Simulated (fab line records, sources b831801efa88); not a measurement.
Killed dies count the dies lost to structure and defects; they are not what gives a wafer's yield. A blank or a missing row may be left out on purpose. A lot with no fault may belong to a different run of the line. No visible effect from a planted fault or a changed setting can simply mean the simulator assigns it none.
Struck lot and sound lot, side by side -- flow sky130 -- 35 out of 708 route steps
Sound: wafers L794.1, L794.3, L794.4. Struck: wafers L796.1, L796.3. (L796.2 of the same lot was not struck and is left out.) The cause comes at the end.
At each step with rows: each side's tool, then ch and its chambers, then its first start. Under that, the readings that differ: sound wafers -- struck wafers -- difference of the means -- sigmas: that difference in standard deviations of wafers without a fault.
alike: readings whose means differ by less than 2 such deviations, and words and numbers that are the same on both sides. not compared: withheld readings, readings that some wafer has no value for, bounds like >300 that may hide the same value, and numbers for which the record gives no deviation and whose values overlap.
A row with sigmas, a row that says differs or no value, or rows on one side alone: a step with any of these is where the two part. Numbers that don't overlap but have no deviation are shown without sigmas and don't part them. Lack of a reading on every wafer of one side parts them only where that side has two or more wafers.

first, 10 steps without rows for these wafers: SKY_METAL3_COAT_07 (resist thk 60 nm); SKY_METAL3_COAT_08 (resist thk 1140 nm); SKY_METAL3_SOFTBAKE_09 (time 90 s); SKY_METAL3_EXPOSE_10 (exposes mask MM3, target cd 300 nm); SKY_METAL3_PEB_11; SKY_METAL3_DEVELOP_12 (develop time 60 s); SKY_METAL3_DESCUM_15 (chemistry O2, time 8 s); SKY_METAL3_ETCH_16 (etches BARC in N2/H2, stops on SiO2, time 88.2 s, target depth 60 nm); SKY_METAL3_ETCH_17 (etches SiO2 in C4F8/O2/Ar, stops on TiN, time 3.9 s, target depth 15 nm); SKY_METAL3_METAL_ETCH_18 (etches the open film in Cl2/BCl3, stops on SiO2, target depth 845 nm, time 183.1 s).
SKY_METAL3_STRIP_19: strips in O2/N2.
  sound on plasma asher-01 ch 0,1, day 40 06:59; struck on plasma asher-01 ch 0, day 41 10:43
  alike: drypump motor current A, n2 flow sccm, oes product au, strip time to endpoint s
  not compared: rf hours counter h
then, 23 steps without rows for these wafers: SKY_METAL3_STRIP_20 (strips in post etch residue remover, time 1200 s); SKY_METAL3_CLEAN_21 (cleans in IPA, time 180 s); SKY_METAL3_CLEAN_22 (cleans in O3/DIW); SKY_VIA3_HDPCVD_00 (deposits SiO2, target thk 1635 nm, time 272.5 s); SKY_VIA3_CMP_02 (polishes SiO2); SKY_VIA3_DEHYDRATE_04 (time 60 s); SKY_VIA3_HMDS_05 (prime time 60 s); SKY_VIA3_COAT_06 (resist thk 60 nm); SKY_VIA3_COAT_07 (resist thk 450 nm); SKY_VIA3_SOFTBAKE_08 (time 90 s); SKY_VIA3_EXPOSE_09 (exposes mask VIM3, target cd 200 nm); SKY_VIA3_PEB_10; SKY_VIA3_DEVELOP_11 (develop time 60 s); SKY_VIA3_ETCH_14 (etches BARC in N2/H2, stops on SiO2, time 45.9 s, target depth 60 nm); SKY_VIA3_ETCH_15 (etches SiO2 in C4F8/O2/Ar, stops on TiN, target depth 507 nm, time 78 s); SKY_VIA3_STRIP_16 (strips in O2/N2); SKY_VIA3_STRIP_17 (strips in post etch residue remover, time 1200 s); SKY_VIA3_CLEAN_18 (cleans in IPA, time 180 s); SKY_VIA3_CLEAN_19 (cleans in O3/DIW); SKY_VIA3_SPUTTER_20 (material TiN, target thk 20 nm, time 80 s); SKY_VIA3_CVD_21 (deposits W, target thk 390 nm, time 117.31 s); SKY_VIA3_CMP_24 (polishes, stops on SiO2, t overpolish 20 s, target thk 0 nm); SKY_METAL4_SPUTTER_00 (material Ti, target thk 15 nm, time 10 s).
-- the record jumps here: 7 days lie between the struck wafers' starts before and after (it left off in module METAL4 and takes up again in module PAD_OPEN, whose first step shown is number 708 of the route) --
SKY_PAD_OPEN_PROBE_99:
  sound on prober-02, day 47 05:03; struck on prober-02, day 48 05:14
reading,sound,struck,difference,sigmas
defect limited yield (%),80.1,75.6 75.4,-4.6,-3
killed_at_M0_to_M3,50,77 75,+26,+4
killed dies,98,120 121,+22,+3
killed on rim,18,32 30,+13,+4
sort_bin_3_pad_short (%),0.8,2.8 4.7,+3.0,+7
sort n pass,394,372 371,-22,-3
sort yield pct (%),80.1,75.6 75.4,-4.6,-3
model.etest.tester.sort n pass,394,372 371,-22,
model.etest.tester.sort yield pct (%),80.08,75.61 75.41,-4.57,
model.etest.tester.sort_bin_5_pct (%),10.77,14.43 11.59,+2.24,
model.etest.tester.sort_bin_3_pct (%),0.813,2.846 4.675,+2.947,
  alike: killed_at_M4_up, killed at contacts, killed at front end, killed at other, killed open, killed short, sort_bin_5_function, sort_bin_6_memory

## WHERE THEY PART
SKY_PAD_OPEN_PROBE_99 only, going by this record.

WHY: whatever the simulator had introduced
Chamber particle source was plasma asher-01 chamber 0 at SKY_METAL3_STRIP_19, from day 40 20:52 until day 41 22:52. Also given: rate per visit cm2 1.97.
